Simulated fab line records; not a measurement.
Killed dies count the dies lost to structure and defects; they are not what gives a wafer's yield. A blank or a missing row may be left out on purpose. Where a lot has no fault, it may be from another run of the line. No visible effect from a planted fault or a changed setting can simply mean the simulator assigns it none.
Problem report in the 8D (eight disciplines) form, filled by code    flow sky130    the parts of the form that need people (team, actions taken, sign-off) are left out

== 1. WHAT WENT WRONG ==
Mean of run length s at SKY_VIA2_ETCH_15: 162.3 s across 3 wafers in 2 lots; on wafers with no fault it is 112.2 s (standard deviation 0.45). So: +99 or more standard deviations from the usual mean.
The step: etches SiO2 in C4F8/O2/Ar, stops on TiN, target depth 546 nm, time 84 s.
The first sign was on wafer L568.3 at day 37 03:46, on rie diel-03. At this step, 33 wafers from 11 lots have a number in the record. Rule for "out", or "out of limits": more than 4 standard deviations from the usual mean. The other wafers with a number count as sound.

== 2. WHAT THIS IS AND IS NOT ==
question                     is                            is not
which readings at this step  run length s, oes product au  bias w
which lots                   L568, L571                    L567, L578, L581, L583, L584, L585, L586, L588, L589
which wafers of those lots   L568.3, L568.4, L571.4        L568.2, L571.5, L571.6
read on which tools          rie diel-03                   rie diel-01, rie diel-04
when                         from day 37 03:46             up to then (4 sound wafers); but 26 sound wafers of L571, L578, L581, L583, L584, L585, L586, L588, L589 came after

== 3. SUSPECTS, AND WHAT RULES EACH OUT ==
Counting: any tool at a process step up to the reading remains a suspect provided it ran every lot that is out. Sound lots after the first of them don't rule it out here, since some wafers of a struck lot are sound.
- pvd sputter-01 at SKY_METAL2_SPUTTER_01 (material TiN, target thk 20 nm, time 16.7 s): kept. Every lot that is out went through it, the first being L568 (day 34 22:53); the last sound lot it ran before that was L567 (day 34 11:02).
- rie diel-03 at SKY_VIA2_ETCH_15 (etches SiO2 in C4F8/O2/Ar, stops on TiN, target depth 546 nm, time 84 s): kept. Every lot that is out went through it, the first being L568 (day 37 03:46); the last sound lot it ran before that was L567 (day 36 16:14). On those wafers its own readings are out: oes product au, run length s.
The count leaves rie diel-03 at SKY_VIA2_ETCH_15 and pvd sputter-01 at SKY_METAL2_SPUTTER_01.

== 4. THE CAUSE (what the simulator had put in) ==
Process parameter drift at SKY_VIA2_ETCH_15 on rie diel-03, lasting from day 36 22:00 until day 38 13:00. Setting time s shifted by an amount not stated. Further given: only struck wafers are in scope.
Counting leaves 2 suspects; this tool is one of them.

== 5. THE CHAIN OF EFFECTS, in route order ==
Each row: a reading where the mean over the struck wafers with a number is more than 3 standard deviations away from the usual. Scope: only readings with a usual standard deviation given in the record; hours: median across lots of the time from each lot's start at the first step in this table that gives one to its start at this step; sigmas: change in usual standard deviations.
hours  step               reading                   usual       on struck wafers  change  sigmas
0      SKY_VIA2_ETCH_15   oes product au            0.939 a.u.  0.732             -0.207  -41
0      SKY_VIA2_ETCH_15   run length s              112.2 s     162.3             +50.1   +99 or more
0      SKY_VIA2_STRIP_16  oes product au            0.398 a.u.  0.367             -0.031  -7.4
0      SKY_VIA2_STRIP_16  strip time to endpoint s  4.046 s     3.362             -0.684  -33
Process steps it contains:
- SKY_VIA2_ETCH_15: etches SiO2 in C4F8/O2/Ar, stops on TiN, target depth 546 nm, time 84 s.
- SKY_VIA2_STRIP_16: strips in O2/N2.

== 6. HOW IT WOULD HAVE BEEN CAUGHT EARLIER ==
The fault began at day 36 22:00; the first out-of-limits reading in this record came at day 37 03:46, 6 hours later.
